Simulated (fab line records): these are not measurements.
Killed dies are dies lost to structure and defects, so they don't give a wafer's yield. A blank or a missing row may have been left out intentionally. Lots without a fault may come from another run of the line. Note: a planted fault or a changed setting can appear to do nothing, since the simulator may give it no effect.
Which of the tools did it?	flow gf180mcu	21 wafers from 7 lots sampled at 2 of the route's 602 steps

WHAT THE GAUGES READ, wafer by wafer
GF_CONTACT_THK_MEAS_01.
lot	measured	on	CONTACT_CVD_00_THK (nm)
L316	day 16 15:14	filmMetro-04	298.0 300.2 299.7
L318	day 17 07:46	filmMetro-04	454.1 455.5 452.2 454.1 455.8 452.4
L320	day 17 22:03	filmMetro-04	452.2 449.5 452.6 452.9 449.3 453.4
L328	day 20 20:02	filmMetro-02	299.9 299.2 298.2
L331	day 21 22:16	filmMetro-02	302.5 303.3 301.8
L333	day 22 13:02	filmMetro-04	297.0 297.5 300.4
L335	day 23 11:20	filmMetro-04	302.1 303.2 301.2

WHAT TOOL EACH LOT RAN ON (gives the tool, then ch and the chambers of the sampled wafers, and finally the start)
lot	GF_CONTACT_CVD_00
L316	hdpcvd-02 ch 0,1, day 16 15:10
L318	hdpcvd-02 ch 1,2, day 17 07:43
L320	hdpcvd-02 ch 0,2, day 17 22:00
L328	hdpcvd-02 ch 0,2, day 20 19:59
L331	hdpcvd-02 ch 0,2, day 21 22:12
L333	hdpcvd-01 ch 0,1,2, day 22 12:59
L335	hdpcvd-01 ch 0,1, day 23 11:17
- GF_CONTACT_CVD_00: deposits SiO2, target thk 300 nm, time 50 s.

THE ANSWER, worked out from the rows above alone
Rule: the lots themselves supply what counts as usual. The widest of any qualifying gaps counts: lots, ordered by their means at a reading, are off when they make up no more than a third of the lots, leave a main group of 4 or more, and stand apart from it by 3 or more times the standard deviation of that group's means. A main group is skipped when, at the precision printed for the reading in the tables above, its means are all equal. A lot without any number at a reading at which 4 lots or more have one is off too. All remaining lots with rows at the step are treated as sound.
Off: L318, L320, at GF_CONTACT_THK_MEAS_01 (CONTACT_CVD_00_THK). The main group: mean 300.3 nm, standard deviation 1.7.
If a tool, at a process step before that reading, ran all the lots that are off and no sound lot after the first of them, it fits. The gauges at GF_CONTACT_THK_MEAS_01 are tried like those tools. No candidate that was tried fits.

WHAT HAD BEEN PUT IN BY THE SIMULATOR
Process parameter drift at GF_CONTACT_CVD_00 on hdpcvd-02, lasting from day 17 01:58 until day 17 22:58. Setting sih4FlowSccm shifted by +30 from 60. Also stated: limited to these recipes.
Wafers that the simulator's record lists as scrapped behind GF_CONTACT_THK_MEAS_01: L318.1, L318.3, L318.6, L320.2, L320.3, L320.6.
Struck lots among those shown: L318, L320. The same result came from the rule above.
